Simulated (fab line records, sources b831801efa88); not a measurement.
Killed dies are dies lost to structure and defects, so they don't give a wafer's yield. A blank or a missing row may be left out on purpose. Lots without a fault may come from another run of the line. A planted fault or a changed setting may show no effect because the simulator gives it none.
A struck lot beside a sound one | flow sky130 | 15 steps out of a route of 708
Sound: wafers L406.1, L406.2, L406.6. Struck: wafers L416.2, L416.3, L416.5. The cause comes at the end.
At each step with rows: each side's tool, then ch and its chambers, then its first start. Under that, the readings that differ: sound wafers | struck wafers | difference of the means | sigmas: that difference in standard deviations of wafers without a fault.
alike: readings whose means differ by less than 2 such deviations, and words and numbers that are the same on both sides. not compared: withheld readings, readings that some wafer has no value for, bounds like >300 that may hide the same value, and numbers for which the record gives no deviation and whose values overlap.
The two part at a step that has a row with sigmas, a row that says differs or no value, or rows on one side only. Numbers that don't overlap but have no deviation are shown without sigmas and don't part them. A reading that every wafer of one side lacks parts them only if that side has two wafers or more.

first, 5 steps without rows for these wafers: SKY_GATE_OXIDE_COAT_05 (resist thk 1162 nm); SKY_GATE_OXIDE_SOFTBAKE_06 (time 60 s); SKY_GATE_OXIDE_EXPOSE_07 (exposes mask LVOM, target cd 600 nm); SKY_GATE_OXIDE_PEB_08; SKY_GATE_OXIDE_DEVELOP_09 (develop time 60 s).
SKY_GATE_OXIDE_OVL_MEAS_10:
  sound on overlay-02, day 16 02:50; struck on overlay-02, day 20 00:53
  alike: GATE_OXIDE_OVL
then, 2 steps without rows for these wafers: SKY_GATE_OXIDE_IMPLANT_11; SKY_GATE_OXIDE_WET_ETCH_12 (etches SiO2 in dHF, target depth 16.8 nm, time 336 s).
SKY_GATE_OXIDE_STRIP_13: strips in O2/N2.
  sound on plasma_asher-04 ch 0,1, day 16 03:08; struck on plasma_asher-02 ch 0,1, day 20 01:11
  alike: drypump_motor_current_A, oes_product_au, strip_time_to_endpoint_s
  not compared: rf_hours_counter_h
SKY_GATE_OXIDE_TW_MEAS_14:
  sound on film_metro-04, day 16 03:14; struck on film_metro-02, day 20 01:17
  alike: GATE_OXIDE_TW
then, 2 steps without rows for these wafers: SKY_GATE_OXIDE_CLEAN_15 (cleans in SC1/SC2, time 150 s); SKY_GATE_OXIDE_OXIDATION_16 (stabilise 600 s, purge 300 s, target thk 3.57 nm).
SKY_POLY_GATE_CVD_00: deposits poly-Si, target thk 180 nm, time 720 s.
  sound on lpcvd-01 ch 1, day 16 04:59; struck on lpcvd-01 ch 1, day 20 03:55
  reading                                       | sound         | struck            | difference | sigmas
  model.poly-Si_of_POLY_GATE_CVD_00.thk_nm (nm) | 180 180 179.4 | 80.25 79.98 78.95 | -100.07    |
  alike: zone_power_bottom_pct, zone_power_centre_pct
SKY_POLY_GATE_THK_MEAS_01:
  sound on film_metro-03, day 16 06:11; struck on film_metro-02, day 20 05:58
  reading                   | sound             | struck         | difference | sigmas
  POLY_GATE_CVD_00_THK (nm) | 180.1 180.0 179.3 | 80.2 80.0 78.9 | -100.1     | -63
  not compared: hold
then, 1 step without rows for these wafers: SKY_PAD_OPEN_PROBE_99.

WHERE THEY PART
Only at SKY_POLY_GATE_THK_MEAS_01, within this record.

WHY: what the simulator had put in
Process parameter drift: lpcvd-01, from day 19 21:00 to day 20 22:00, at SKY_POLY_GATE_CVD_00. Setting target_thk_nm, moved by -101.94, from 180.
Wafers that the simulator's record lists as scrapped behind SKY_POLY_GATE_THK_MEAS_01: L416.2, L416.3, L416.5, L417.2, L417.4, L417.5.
